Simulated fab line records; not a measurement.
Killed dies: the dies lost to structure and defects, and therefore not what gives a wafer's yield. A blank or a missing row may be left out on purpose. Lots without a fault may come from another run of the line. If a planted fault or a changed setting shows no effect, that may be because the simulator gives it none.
Chamber matching + flow sfq line + 3 sister chambers for SFQ_TRILAYER_I2_DEP_PECVD_063 on pecvd-01
The step deposits SiO2 from SiH4/N2O, time 111.11 s, target thk 500 nm. 14 wafers are shown with their chamber, then 7 later ones without.

== EACH WAFER AND ITS CHAMBER ==
| wafer  | chamber | showerhead vpp V (V) | throttle valve pct (%) | heater power w (W) |
|--------|---------|----------------------|------------------------|--------------------|
| L574.1 | 1       | 809                  | 22.6                   | 90                 |
| L574.3 | 0       | 804                  | 23.8                   | 88                 |
| L574.6 | 2       | 867                  | 24.4                   | 73                 |
| L576.1 | 0       | 816                  | 24.1                   | 91                 |
| L576.2 | 2       | 867                  | 24.6                   | 66                 |
| L576.5 | 0       | 803                  | 23.9                   | 98                 |
| L579.1 | 1       | 811                  | 22.9                   | 91                 |
| L579.2 | 0       | 803                  | 24.1                   | 89                 |
| L579.3 | 2       | 865                  | 24.7                   | 72                 |
| L581.2 | 1       | 816                  | 22.7                   | 82                 |
| L581.3 | 2       | 862                  | 24.6                   | 75                 |
| L581.6 | 2       | 865                  | 24.5                   | 78                 |
| L582.1 | 2       | 873                  | 25.0                   | 77                 |
| L582.3 | 1       | 820                  | 22.9                   | 81                 |

SIGNATURES, as means of the wafers listed above
| reading            | chamber 0 | chamber 1 | chamber 2 | scatter within a chamber |
|--------------------|-----------|-----------|-----------|--------------------------|
| showerhead vpp V   | 806.50    | 814.00    | 866.50    | 4.89                     |
| throttle valve pct | 23.975    | 22.775    | 24.633    | 0.178                    |
| heater power w     | 91.50     | 86.00     | 73.50     | 4.64                     |
Rule: for a wafer and a chamber, the distance is found by dividing, reading by reading, the gap between the wafer's reading and the chamber's mean by the reading's scatter, squaring, summing and taking the root. If the next closest chamber is less than 2 further off than the closest, the wafer can't be placed; otherwise it belongs to the closest. How the scatter is found: for the shown wafers, subtract from each reading the mean of its chamber, square and add these, divide the total by (wafers less chambers), then take the root.

== WAFERS WITH NO CHAMBER GIVEN ==
| wafer  | showerhead vpp V (V) | throttle valve pct (%) | heater power w (W) |
|--------|----------------------|------------------------|--------------------|
| L582.6 | 807                  | 22.7                   | 81                 |
| L589.1 | 862                  | 25.0                   | 73                 |
| L589.2 | 800                  | 23.9                   | 97                 |
| L589.3 | 809                  | 23.1                   | 91                 |
| L594.1 | 806                  | 23.8                   | 96                 |
| L594.3 | 869                  | 24.9                   | 64                 |
| L594.6 | 867                  | 24.6                   | 67                 |

== EACH ONE'S CHAMBER ==
| wafer  | from the rows above | in truth |
|--------|---------------------|----------|
| L582.6 | 1                   | 1        |
| L589.1 | 2                   | 2        |
| L589.2 | 0                   | 0        |
| L589.3 | 1                   | 1        |
| L594.1 | 0                   | 0        |
| L594.3 | 2                   | 2        |
| L594.6 | 2                   | 2        |
Placed correctly: 7 of 7. Left unplaced by these rows: 0. Number placed wrongly: 0.
